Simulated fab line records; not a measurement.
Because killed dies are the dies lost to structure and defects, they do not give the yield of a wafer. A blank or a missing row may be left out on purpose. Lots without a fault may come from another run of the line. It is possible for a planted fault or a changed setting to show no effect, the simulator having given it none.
Which of the tools did it? ; flow sky130 ; 41 wafers from 14 lots sampled at 3 of the route's 708 steps

## WHAT THE GAUGES SHOWED, per wafer
SKY_VT_ADJUST_LVTN_OVL_MEAS_18.
lot;measured;on;VT_ADJUST_LVTN_01_OVL (nm)
L465;day 8 03:00;overlay-01;-2.1 -0.2 -1.9
L466;day 8 08:56;overlay-02;0.7 0.2 -0.3
L468;day 9 06:32;overlay-01;-0.4 -0.9 -1.3
L469;day 9 07:35;overlay-01;0.8 0.9 -0.6
L472;day 9 22:06;overlay-02;1.9 2.4
L477;day 11 13:55;overlay-02;-2.0 -0.1 -1.2
L481;day 12 14:40;overlay-02;0.4 0.8 0.0
L482;day 13 00:08;overlay-01;1.9 3.3 1.4
L483;day 13 07:50;overlay-02;-0.8 0.0 0.2
L484;day 13 15:17;overlay-01;0.0 -0.2 -0.4
L486;day 13 22:05;overlay-02;-2.0 -3.0 -0.8
L485;day 13 22:54;overlay-02;-0.2 1.5 1.5
L487;day 14 03:38;overlay-02;-0.6 -1.6 -0.9
L488;day 14 08:47;overlay-01;-0.3 -3.1 -2.1

SKY_VT_ADJUST_HVTR_OVL_MEAS_08.
lot;measured;on;VT_ADJUST_HVTR_OVL (nm)
L465;day 9 23:49;overlay-01;1.8 1.4 0.7
L466;day 10 06:04;overlay-02;2.3 1.7 3.0
L468;day 11 04:37;overlay-01;2.3 2.3 3.8
L469;day 11 05:30;overlay-02;-1.5 -2.5 0.5
L472;day 11 21:43;overlay-01;-2.1 -0.8
L477;day 13 15:34;overlay-02;-1.1 0.5 -0.6
L481;day 14 18:01;overlay-01;1.6 2.4 2.9
L482;day 15 04:28;overlay-01;-1.1 -0.6 -2.3
L483;day 15 12:32;overlay-02;-2.5 -0.5 -2.9
L484;day 15 21:56;overlay-02;2.1 2.2 -0.1
L486;day 16 04:13;overlay-01;1.5 0.7 1.2
L485;day 16 05:02;overlay-02;-1.8 -1.0 -1.1
L487;day 16 10:34;overlay-02;1.1 1.6 1.3
L488;day 16 16:17;overlay-01;-0.5 0.0 0.3

## WHICH TOOL RAN EACH LOT (tool, then ch and the chambers of the sampled wafers, then the start)
lot;SKY_VT_ADJUST_LVTN_STRIP_20
L465;plasma-asher-01 ch 0,1, day 8 03:11
L466;plasma-asher-01 ch 1, day 8 09:08
L468;plasma-asher-01 ch 0,1, day 9 06:44
L469;plasma-asher-03 ch 0,1, day 9 07:46
L472;plasma-asher-04 ch 0,1, day 9 22:17
L477;plasma-asher-01 ch 0,1, day 11 14:06
L481;plasma-asher-03 ch 0,1, day 12 14:51
L482;plasma-asher-01 ch 0,1, day 13 00:20
L483;plasma-asher-01 ch 0,1, day 13 08:03
L484;plasma-asher-03 ch 0,1, day 13 15:30
L486;plasma-asher-03 ch 0,1, day 13 22:16
L485;plasma-asher-03 ch 0,1, day 13 23:16
L487;plasma-asher-01 ch 0,1, day 14 03:58
L488;plasma-asher-04 ch 0,1, day 14 09:00
- SKY_VT_ADJUST_LVTN_STRIP_20: strips in O2/N2.

## WHAT THE TOOLS THEMSELVES READ (means of the sampled wafers that have a number; where no wafer has one, the mark that the record gives instead)
SKY_VT_ADJUST_LVTN_STRIP_20.
lot;tool;drypump-motor-current-A (A);oes-product-au (a.u.);strip-time-to-endpoint-s (s)
L465;plasma-asher-01;5.3;0.714;14.15
L466;plasma-asher-01;5.8;0.714;14.23
L468;plasma-asher-01;5.5;0.713;14.18
L469;plasma-asher-03;5.9;0.721;14.15
L472;plasma-asher-04;6.2;0.720;14.22
L477;plasma-asher-01;5.3;0.718;14.19
L481;plasma-asher-03;5.9;0.719;14.24
L482;plasma-asher-01;5.5;0.717;14.17
L483;plasma-asher-01;5.5;0.711;14.23
L484;plasma-asher-03;5.6;0.717;14.22
L486;plasma-asher-03;5.6;0.716;14.22
L485;plasma-asher-03;5.6;0.715;14.16
L487;plasma-asher-01;5.3;0.714;14.19
L488;plasma-asher-04;6.3;0.716;14.23

## THE ANSWER, worked out from the rows above alone
Rule: usual is defined by the lots themselves. The widest of any qualifying gaps counts: lots, ordered by their means at a reading, are off when they make up no more than a third of the lots, leave a main group of 4 or more, and stand apart from it by 3 or more times the standard deviation of that group's means. A main group is skipped when, at the precision printed for the reading in the tables above, its means are all equal. A lot without any number at a reading at which 4 lots or more have one is off too. All remaining lots with rows at the step are treated as sound. Order of review: gauges by route order, followed by the tools' own readings, for which a lot's mean as printed above is used. The first step at which some lot is off is used, and at that step the reading that is off furthest; a lot without a number counts as furthest.
Nothing can be told from this: no lot is off at any reading shown.

## WHAT WAS PUT IN BY THE SIMULATOR
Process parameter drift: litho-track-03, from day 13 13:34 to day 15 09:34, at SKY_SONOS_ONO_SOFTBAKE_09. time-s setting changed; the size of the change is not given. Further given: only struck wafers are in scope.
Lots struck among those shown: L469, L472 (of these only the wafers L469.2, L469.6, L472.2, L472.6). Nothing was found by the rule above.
